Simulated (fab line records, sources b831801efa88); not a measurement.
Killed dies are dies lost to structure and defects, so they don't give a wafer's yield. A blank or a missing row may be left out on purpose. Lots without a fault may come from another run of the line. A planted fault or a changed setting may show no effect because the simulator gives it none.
A struck lot beside a sound one | flow gf180mcu | 27 steps out of a route of 602
Sound: wafers L744.1, L744.2, L744.5. Struck: wafers L736.2, L736.4, L736.6. The cause comes at the end.
At each step with rows: each side's tool, then ch and its chambers, then its first start. Under that, the readings that differ: sound wafers | struck wafers | difference of the means | sigmas: that difference in standard deviations of wafers without a fault.
alike: readings whose means differ by less than 2 such deviations, and words and numbers that are the same on both sides. not compared: withheld readings, readings that some wafer has no value for, bounds like >300 that may hide the same value, and numbers for which the record gives no deviation and whose values overlap.
The two part at a step that has a row with sigmas, a row that says differs or no value, or rows on one side only. Numbers that don't overlap but have no deviation are shown without sigmas and don't part them. A reading that every wafer of one side lacks parts them only if that side has two wafers or more.

first, 3 steps without rows for these wafers: GF_STI_WET_ETCH_27 (etches Si3N4 in H3PO4, target depth 160 nm, time 1825 s); GF_STI_WET_ETCH_28 (etches SiO2 in dHF, target depth 20 nm, time 40 s); GF_STI_OXIDATION_29 (stabilise 600 s, purge 300 s, target thk 10 nm).
GF_STI_THK_MEAS_30:
  sound on film_metro-02, day 5 15:56; struck on film_metro-04, day 3 23:38
  alike: STI_OXIDATION_02_THK
then, 8 steps without rows for these wafers: GF_DNWELL_DEHYDRATE_00 (time 60 s); GF_DNWELL_HMDS_01 (prime time 60 s); GF_DNWELL_COAT_02 (resist thk 3000 nm); GF_DNWELL_SOFTBAKE_03; GF_DNWELL_EXPOSE_04 (exposes mask DNWELL, target cd 1700 nm); GF_DNWELL_PEB_05; GF_DNWELL_DEVELOP_06 (develop time 60 s); GF_DNWELL_IMPLANT_07.
GF_DNWELL_STRIP_08: strips in O2/N2.
  sound on plasma_asher-03 ch 0,1, day 6 06:30; struck on plasma_asher-03 ch 0,1, day 4 12:24
  no value came back on the struck wafers for any of 7 readings (chamber_pressure_mTorr (mTorr), drypump_motor_current_A (A) and others); on the sound wafers chamber_pressure_mTorr (mTorr) reads 1498.6 1500.3 1498.6
  reading                                  | sound | struck         | difference | sigmas
  model.coat_of_DNWELL_COAT_02.thk_nm (nm) | 0 0 0 | 3022 3015 3015 | +3017      |
  not compared: rf_hours_counter_h
GF_DNWELL_TW_MEAS_09:
  sound on film_metro-03, day 6 06:36; struck on film_metro-03, day 4 12:31
  alike: DNWELL_TW
then, 7 steps without rows for these wafers: GF_NWELL_DEHYDRATE_00 (time 60 s); GF_NWELL_HMDS_01 (prime time 60 s); GF_NWELL_COAT_02 (resist thk 3000 nm); GF_NWELL_SOFTBAKE_03; GF_NWELL_EXPOSE_04 (exposes mask Nwell, target cd 860 nm); GF_NWELL_PEB_05; GF_NWELL_DEVELOP_06 (develop time 60 s).
GF_NWELL_OVL_MEAS_07:
  sound on overlay-01, day 6 20:56; struck on overlay-01, day 5 01:12
  alike: NWELL_OVL
then, 2 steps without rows for these wafers: GF_NWELL_IMPLANT_08; GF_NWELL_IMPLANT_09.
GF_NWELL_STRIP_10: strips in O2/N2.
  sound on plasma_asher-01 ch 0,1, day 6 21:16; struck on plasma_asher-04 ch 0,1, day 5 01:32
  reading                      | sound             | struck            | difference | sigmas
  oes_product_au (a.u.)        | 0.724 0.726 0.726 | 0.733 0.745 0.735 | +0.012     | +3
  strip_time_to_endpoint_s (s) | 36.80 36.88 36.89 | 81.52 81.31 81.35 | +44.54     | +99 or more
  alike: chamber_pressure_mTorr, drypump_motor_current_A, heater_power_w, n2_flow_sccm, o2_flow_sccm
  not compared: rf_hours_counter_h
GF_NWELL_TW_MEAS_11:
  sound on film_metro-03, day 6 21:22; struck on film_metro-03, day 5 01:38
  reading  | sound          | struck   | difference | sigmas
  NWELL_TW | 1586 1588 1596 | 30 30 30 | -1560      | -98
then, 1 step without rows for these wafers: GF_LVPWELL_DEHYDRATE_00 (time 60 s).

WHERE THEY PART
First at GF_DNWELL_STRIP_08; last, within this record, at GF_NWELL_TW_MEAS_11.

WHY: what the simulator had put in
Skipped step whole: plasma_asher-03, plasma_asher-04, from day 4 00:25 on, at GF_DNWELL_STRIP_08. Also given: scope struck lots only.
